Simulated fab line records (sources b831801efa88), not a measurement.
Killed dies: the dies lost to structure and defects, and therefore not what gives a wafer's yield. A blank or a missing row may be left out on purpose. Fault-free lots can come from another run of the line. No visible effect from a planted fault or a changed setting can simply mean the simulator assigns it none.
fab line records + flow gf180mcu
record
- lots=6
- wafers=16
- last-day=34
route steps=602 shown V2@392
lots with no fault: from the same line, run without faults
start-h: the number of hours between the record's first day and the start of the first shown wafer of the lot + wait-h: how many hours have passed since the lot's step before this one + " as in the row above + L1.1+2: one row covering several wafers at once + - no value present, or no start provided + * or withheld: withheld + < > ~ a bound
route shown NAME@n: names a module that has steps shown in the file, with the first one's number in the route + usual: mean/standard deviation taken from wafers without a fault + same: alike in all rows + chamber/n: place in a boat + sites: per-site readings + _std_site: how widely they spread, as a standard deviation + _edge_site: mean of outer sites minus mean of inner sites + radius-mm: how far each site lies from the wafer's centre + mask NAME#n: copy n + behind: the most recent tool/chamber to have shaped the wafer + hold: what put the lot on hold/how long, in hours/how the hold closed + device: which transistor (n, p or np) failed to switch + end of line: tests of these same wafers at the route's end + a step given without rows: its recipe and nothing more + killed: count of dies lost to structure and defects at first sort (not the wafer's yield) + map: a wafer's dies, x killed, . not, _ none there
set.NAME: the run value of the setting; set.NAME@STEP: its run value at that earlier step + model.NAME: the simulator's own value behind a step, which no gauge read
lots seen at some steps along the route; tables by step, rows by wafer
services: from which hour (start-h, from the record's first day; less than 0 if before it) a tool's chamber was out of use, for how many hours, and why
## steps
# step GF_V2_SOFTBAKE_10
# recipe
- temp-c=130
- time-s=60
- resist=KrF
# step GF_V2_EXPOSE_11
# recipe
- mask-id=Via2
- target-cd-nm=260
- na=0.68
- source-shape=conventional
- sigma-outer=0.6
- dose-mj=38
# step GF_V2_PEB_12
# recipe
- peb-temp-c=135
- peb-time-s=90
- resist=KrF
# step GF_V2_DEVELOP_13
# recipe
- develop-time-s=60
- resist=KrF
- dev-temp-c=21
# step GF_V2_CD_MEAS_14
# recipe
- target-cd-nm=260
# usual
- cd-nm=260.1/1.2
| lot.wafer | tool      | chamber | start-h | wait-h | cd-nm |
|-----------|-----------|---------|---------|--------|-------|
| L754.1    | cd-sem-02 | -       | 471.75  | 0.1    | 259.7 |
| L754.2    | "         | -       | "       | "      | 259.1 |
| L754.6    | "         | -       | "       | "      | 258.9 |
| L762.4    | cd-sem-02 | -       | 559.57  | 0.1    | 260.4 |
| L762.5    | "         | -       | "       | "      | 260.4 |
| L764.3    | cd-sem-02 | -       | 562.55  | 0.1    | 260.6 |
| L764.4    | "         | -       | "       | "      | 261.6 |
| L770.1    | cd-sem-01 | -       | 628.26  | 0.1    | 262.1 |
| L770.3    | "         | -       | "       | "      | 262.2 |
| L770.5    | "         | -       | "       | "      | 261.6 |
| L775.2    | cd-sem-02 | -       | 636.12  | 0.1    | 257.8 |
| L775.3    | "         | -       | "       | "      | 258.0 |
| L775.4    | "         | -       | "       | "      | 258.5 |
| L776.3    | cd-sem-01 | -       | 653.76  | 0.2    | 259.8 |
| L776.5    | "         | -       | "       | "      | 259.6 |
| L776.6    | "         | -       | "       | "      | 259.0 |
# step GF_V2_OVL_MEAS_15
# usual
- V2_OVL=-1/6.1
| lot.wafer | tool       | chamber | start-h | wait-h | V2_OVL[nm] |
|-----------|------------|---------|---------|--------|------------|
| L754.1    | overlay-02 | -       | 471.87  | 0.1    | 0          |
| L754.2    | "          | -       | "       | "      | -5         |
| L754.6    | "          | -       | "       | "      | -2         |
| L762.4    | overlay-02 | -       | 559.65  | 0.1    | -3         |
| L762.5    | "          | -       | "       | "      | 3          |
| L764.3    | overlay-01 | -       | 562.64  | 0.1    | -3         |
| L764.4    | "          | -       | "       | "      | -1         |
| L770.1    | overlay-01 | -       | 628.38  | 0.1    | -8         |
| L770.3    | "          | -       | "       | "      | -3         |
| L770.5    | "          | -       | "       | "      | -10        |
| L775.2    | overlay-02 | -       | 636.22  | 0.1    | -6         |
| L775.3    | "          | -       | "       | "      | -12        |
| L775.4    | "          | -       | "       | "      | -3         |
| L776.3    | overlay-01 | -       | 653.85  | 0.1    | 5          |
| L776.5    | "          | -       | "       | "      | -4         |
| L776.6    | "          | -       | "       | "      | -2         |
# step GF_V2_ETCH_16
# recipe
- chemistry=N2/H2
- target-depth-a=withheld
- overetch-a=withheld
- time-s=withheld
- target=BARC
- ion-energy-ev=200
- source-w=500
- bias-w=100
- pressure-mtorr=30
- n2-flow-sccm=100
- h2-flow-sccm=200
# usual
- drypump-motor-current-A=5.7/0.39
- oes-product-au=0.854/0.0048
- throttle-valve-pct=13.225/0.01
| lot.wafer | tool        | chamber | start-h | wait-h | drypump-motor-current-A | oes-product-au | throttle-valve-pct |
|-----------|-------------|---------|---------|--------|-------------------------|----------------|--------------------|
| L754.1    | rie-diel-04 | 3       | 471.91  | 0.0    | 6.0                     | 0.855          | 13.218             |
| L754.2    | "           | 0       | "       | "      | 6.1                     | 0.853          | 13.206             |
| L754.6    | "           | 3       | "       | "      | 6.0                     | 0.860          | 13.227             |
| L762.4    | rie-diel-04 | 2       | 559.67  | 0.0    | 6.6                     | 0.864          | 13.199             |
| L762.5    | "           | 3       | "       | "      | 6.0                     | 0.859          | 13.221             |
| L764.3    | rie-diel-02 | 3       | 562.67  | 0.0    | 5.6                     | 0.857          | 13.234             |
| L764.4    | "           | 0       | "       | "      | 5.8                     | 0.855          | 13.233             |
| L770.1    | rie-diel-01 | 1       | 628.41  | 0.0    | 6.0                     | 0.845          | 13.239             |
| L770.3    | "           | 3       | "       | "      | 5.7                     | 0.854          | 13.228             |
| L770.5    | "           | 1       | "       | "      | 6.0                     | 0.856          | 13.215             |
| L775.2    | rie-diel-01 | 2       | 636.25  | 0.0    | 5.2                     | 0.847          | 13.242             |
| L775.3    | "           | 0       | "       | "      | 5.7                     | 0.855          | 13.220             |
| L775.4    | "           | 1       | "       | "      | 6.0                     | 0.854          | 13.216             |
| L776.3    | rie-diel-01 | 2       | 653.87  | 0.0    | 5.2                     | 0.854          | 13.232             |
| L776.5    | "           | 1       | "       | "      | 6.0                     | 0.857          | 13.231             |
| L776.6    | "           | 2       | "       | "      | 5.2                     | 0.860          | 13.213             |
# step GF_V2_ETCH_17
# recipe
- chemistry=C4F8/O2/Ar
- mask-material=KrF
- target=SiO2
- stop-on=TiN
- source-w=1500
- bias-w=1200
- pressure-mtorr=40
- c4f8-flow-sccm=withheld
- O2_flow_sccm=6
- Ar_flow_sccm=300
- time-s=withheld
- target-depth-a=6300
# usual
- oes-product-au=0.855/0.0046
| lot.wafer | tool        | chamber | start-h | wait-h | oes-product-au |
|-----------|-------------|---------|---------|--------|----------------|
| L754.1    | rie-diel-04 | 3       | -       | -      | 0.859          |
| L754.2    | "           | 0       | "       | "      | 0.849          |
| L754.6    | "           | 3       | "       | "      | 0.861          |
| L762.4    | rie-diel-04 | 2       | -       | -      | 0.850          |
| L762.5    | "           | 3       | "       | "      | 0.852          |
| L764.3    | rie-diel-02 | 3       | -       | -      | 0.856          |
| L764.4    | "           | 0       | "       | "      | 0.855          |
| L770.1    | rie-diel-01 | 1       | -       | -      | 0.855          |
| L770.3    | "           | 3       | "       | "      | 0.852          |
| L770.5    | "           | 1       | "       | "      | 0.853          |
| L775.2    | rie-diel-01 | 2       | -       | -      | 0.857          |
| L775.3    | "           | 0       | "       | "      | 0.846          |
| L775.4    | "           | 1       | "       | "      | 0.855          |
| L776.3    | rie-diel-01 | 2       | -       | -      | 0.862          |
| L776.5    | "           | 1       | "       | "      | 0.852          |
| L776.6    | "           | 2       | "       | "      | 0.851          |
# step GF_V2_STRIP_18
# recipe
- chemistry=O2/N2
- power-w=1400
- pressure-mtorr=1500
- platen-temp-c=250
- o2-flow-sccm=3000
- n2-flow-sccm=300
- overash-fraction=0.5
# usual
- drypump-motor-current-A=5.9/0.48
- heater-power-w=363/39
- oes-product-au=0.592/0.0048
- platen-temp-c=250.00/0.17
| lot.wafer | tool            | chamber | start-h | wait-h | drypump-motor-current-A | heater-power-w | oes-product-au | platen-temp-c | rf-hours-counter-h |
|-----------|-----------------|---------|---------|--------|-------------------------|----------------|----------------|---------------|--------------------|
| L754.1    | plasma-asher-02 | 0       | 472.03  | -      | 6.4                     | 413            | 0.598          | 250.23        | 37                 |
| L754.2    | "               | 1       | "       | "      | 5.4                     | 366            | 0.602          | 249.89        | 37                 |
| L754.6    | "               | 1       | "       | "      | 5.4                     | 361            | 0.590          | 249.61        | -                  |
| L762.4    | plasma-asher-02 | 0       | 559.83  | -      | 6.4                     | 408            | 0.595          | 249.94        | -                  |
| L762.5    | "               | 1       | "       | "      | 5.4                     | 368            | 0.591          | 250.03        | -                  |
| L764.3    | plasma-asher-02 | 0       | 562.83  | -      | 6.4                     | 419            | 0.584          | 249.94        | -                  |
| L764.4    | "               | 1       | "       | "      | 5.4                     | 358            | 0.591          | 249.89        | -                  |
| L770.1    | plasma-asher-02 | 0       | 628.54  | -      | 6.4                     | 420            | 0.604          | 250.12        | 57                 |
| L770.3    | "               | 1       | "       | "      | 5.4                     | 369            | 0.589          | 250.12        | -                  |
| L770.5    | "               | 0       | "       | "      | 6.4                     | 409            | 0.590          | 250.21        | -                  |
| L775.2    | plasma-asher-02 | 0       | 636.38  | -      | 6.4                     | 407            | 0.602          | 249.77        | 58                 |
| L775.3    | "               | 1       | "       | "      | 5.4                     | 360            | 0.597          | 249.96        | -                  |
| L775.4    | "               | 0       | "       | "      | 6.4                     | 411            | 0.594          | 250.22        | -                  |
| L776.3    | plasma-asher-02 | 0       | 654.03  | -      | 6.4                     | 408            | 0.592          | 250.03        | -                  |
| L776.5    | "               | 1       | "       | "      | 5.4                     | 365            | 0.595          | 250.08        | -                  |
| L776.6    | "               | 0       | "       | "      | 6.4                     | 418            | 0.596          | 250.00        | -                  |
# step GF_V2_STRIP_19
# recipe
- chemistry=post-etch-residue-remover
- time-s=1200
- temp-c=72.5
# step GF_V2_CLEAN_20
# recipe
- chemistry=DIW
- dry=n2-spin
# step GF_V2_SPUTTER_21
# recipe
- material=Ti
- target-thk-nm=15
- chamber-pressure-pa=5
- power-w=2500
- substrate-temp-c=200
- time-s=80.02
# usual
- throttle-valve-pct=29.7/0.84
# same
- time-s=80.02
| lot.wafer | tool           | chamber | start-h | wait-h | throttle-valve-pct |
|-----------|----------------|---------|---------|--------|--------------------|
| L754.1    | pvd-sputter-01 | -       | 472.57  | 0.0    | 28.5               |
| L754.2    | "              | -       | "       | "      | 30.6               |
| L754.6    | "              | -       | "       | "      | 29.2               |
| L762.4    | pvd-sputter-01 | -       | 560.36  | 0.0    | 28.5               |
| L762.5    | "              | -       | "       | "      | 30.8               |
| L764.3    | pvd-sputter-01 | -       | 563.36  | 0.0    | 29.2               |
| L764.4    | "              | -       | "       | "      | 28.8               |
| L770.1    | pvd-sputter-04 | -       | 629.07  | 0.0    | 30.6               |
| L770.3    | "              | -       | "       | "      | 30.1               |
| L770.5    | "              | -       | "       | "      | 30.1               |
| L775.2    | pvd-sputter-04 | -       | 636.95  | 0.0    | 30.0               |
| L775.3    | "              | -       | "       | "      | 30.7               |
| L775.4    | "              | -       | "       | "      | 30.5               |
| L776.3    | pvd-sputter-01 | -       | 654.61  | 0.0    | 29.3               |
| L776.5    | "              | -       | "       | "      | 30.8               |
| L776.6    | "              | -       | "       | "      | 28.7               |
# step GF_V2_SPUTTER_22
# recipe
- material=TiN
- target-thk-nm=10
- chamber-pressure-pa=5
- power-w=4000
- time-s=40
# usual
- throttle-valve-pct=29.7/0.9
| lot.wafer | tool           | chamber | start-h | wait-h | throttle-valve-pct | model.TiN_of_V2_SPUTTER_22.thk-nm |
|-----------|----------------|---------|---------|--------|--------------------|-----------------------------------|
| L754.1    | pvd-sputter-01 | -       | 472.63  | 0.0    | 28.3               | 9.876                             |
| L754.2    | "              | -       | "       | "      | 30.6               | 9.971                             |
| L754.6    | "              | -       | "       | "      | 29.2               | 9.963                             |
| L762.4    | pvd-sputter-01 | -       | 560.42  | 0.0    | 28.5               | 7.631                             |
| L762.5    | "              | -       | "       | "      | 31.3               | 10.01                             |
| L764.3    | pvd-sputter-01 | -       | 563.42  | 0.0    | 29.3               | 9.976                             |
| L764.4    | "              | -       | "       | "      | 28.6               | 7.576                             |
| L770.1    | pvd-sputter-04 | -       | 629.14  | 0.0    | 30.4               | 9.891                             |
| L770.3    | "              | -       | "       | "      | 30.2               | 9.911                             |
| L770.5    | "              | -       | "       | "      | 30.1               | 9.915                             |
| L775.2    | pvd-sputter-04 | -       | 637.01  | 0.0    | 29.6               | 9.99                              |
| L775.3    | "              | -       | "       | "      | 30.8               | 9.964                             |
| L775.4    | "              | -       | "       | "      | 30.1               | 10.04                             |
| L776.3    | pvd-sputter-01 | -       | 654.67  | 0.0    | 29.8               | 9.994                             |
| L776.5    | "              | -       | "       | "      | 30.8               | 9.863                             |
| L776.6    | "              | -       | "       | "      | 28.3               | 9.875                             |
# step GF_V2_CVD_23
# recipe
- material=W
- target-thk-nm=350
- time-s=104.94
- temp-c=400
- pressure-torr=40
# usual
- heater-power-w=871/31
- susceptor-temp-C=399.98/0.21
# same
- time-s=104.94
| lot.wafer | tool     | chamber | start-h | wait-h | heater-power-w | susceptor-temp-C |
|-----------|----------|---------|---------|--------|----------------|------------------|
| L754.1    | cvd-w-02 | 1       | 472.67  | 0.0    | 912            | 399.85           |
| L754.2    | "        | 0       | "       | "      | 874            | 399.87           |
| L754.6    | "        | 0       | "       | "      | 872            | 399.72           |
| L762.4    | cvd-w-01 | 0       | 560.49  | 0.1    | 819            | 399.64           |
| L762.5    | "        | 0       | "       | "      | 830            | 400.29           |
| L764.3    | cvd-w-01 | 0       | 563.50  | 0.1    | 833            | 399.93           |
| L764.4    | "        | 1       | "       | "      | 855            | 399.81           |
| L770.1    | cvd-w-02 | 1       | 629.17  | 0.0    | 920            | 399.99           |
| L770.3    | "        | 1       | "       | "      | 915            | 399.95           |
| L770.5    | "        | 0       | "       | "      | 876            | 400.03           |
| L775.2    | cvd-w-02 | 0       | 637.05  | 0.0    | 900            | 399.47           |
| L775.3    | "        | 1       | "       | "      | 903            | 400.07           |
| L775.4    | "        | 0       | "       | "      | 886            | 399.71           |
| L776.3    | cvd-w-01 | 1       | 654.75  | 0.1    | 842            | 400.06           |
| L776.5    | "        | 1       | "       | "      | 858            | 400.14           |
| L776.6    | "        | 0       | "       | "      | 835            | 399.91           |
## services
| tool            | chamber | start-h | hours | kind   |
|-----------------|---------|---------|-------|--------|
| plasma-asher-02 | -       | 451.09  | 2.6   | repair |
| rie-diel-01     | 0       | 456.18  | 5.5   | repair |
| rie-diel-04     | 2       | 474.04  | 16.1  | repair |
| pvd-sputter-04  | -       | 481.48  | 4.3   | repair |
| cvd-w-01        | -       | 482.39  | 14.6  | pm     |
| rie-diel-02     | 1       | 497.25  | 5.0   | repair |
| cvd-w-01        | 0       | 501.08  | 9.1   | repair |
| rie-diel-02     | 0       | 504.20  | 6.3   | repair |
| cvd-w-01        | -       | 511.12  | 1.4   | repair |
| rie-diel-04     | 1       | 513.75  | 4.6   | repair |
| plasma-asher-02 | -       | 529.04  | 2.2   | repair |
| rie-diel-02     | -       | 547.75  | 14.6  | pm     |
| rie-diel-01     | -       | 550.89  | 0.1   | repair |
| rie-diel-01     | 3       | 552.48  | 9.0   | repair |
| rie-diel-01     | 0       | 553.39  | 1.3   | repair |
| cvd-w-02        | -       | 557.02  | 1.0   | repair |
| cvd-w-02        | -       | 558.93  | 6.9   | pm     |
| pvd-sputter-04  | -       | 562.72  | 5.7   | repair |
| rie-diel-02     | 3       | 568.66  | 5.1   | repair |
| rie-diel-04     | 1       | 585.07  | 2.0   | repair |
| cvd-w-02        | -       | 592.60  | 14.6  | pm     |
| rie-diel-02     | 0       | 618.29  | 1.4   | repair |
| rie-diel-01     | 0       | 622.69  | 5.9   | repair |
| rie-diel-01     | 2       | 648.69  | 4.6   | repair |
## key
first-sign none at tools or gauges
model-effect
- step=GF_V2_SPUTTER_22
- value=TiN_of_V2_SPUTTER_22.thk-nm
- without=10.01
- struck=7.604
met-at GF_V2_SPUTTER_22
struck-wafers L762.4,L764.4
onset-between 472.63 560.42
fault
- kind=process-parameter-drift
- tool=pvd-sputter-01
- chamber=-
- onset-h=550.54
- steps=GF_V2_SPUTTER_22
- channel=time-s
- offset=*
- shape=step
- end-h=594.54
- scope=struck-wafers-only
- acts-in=*
- stated=*
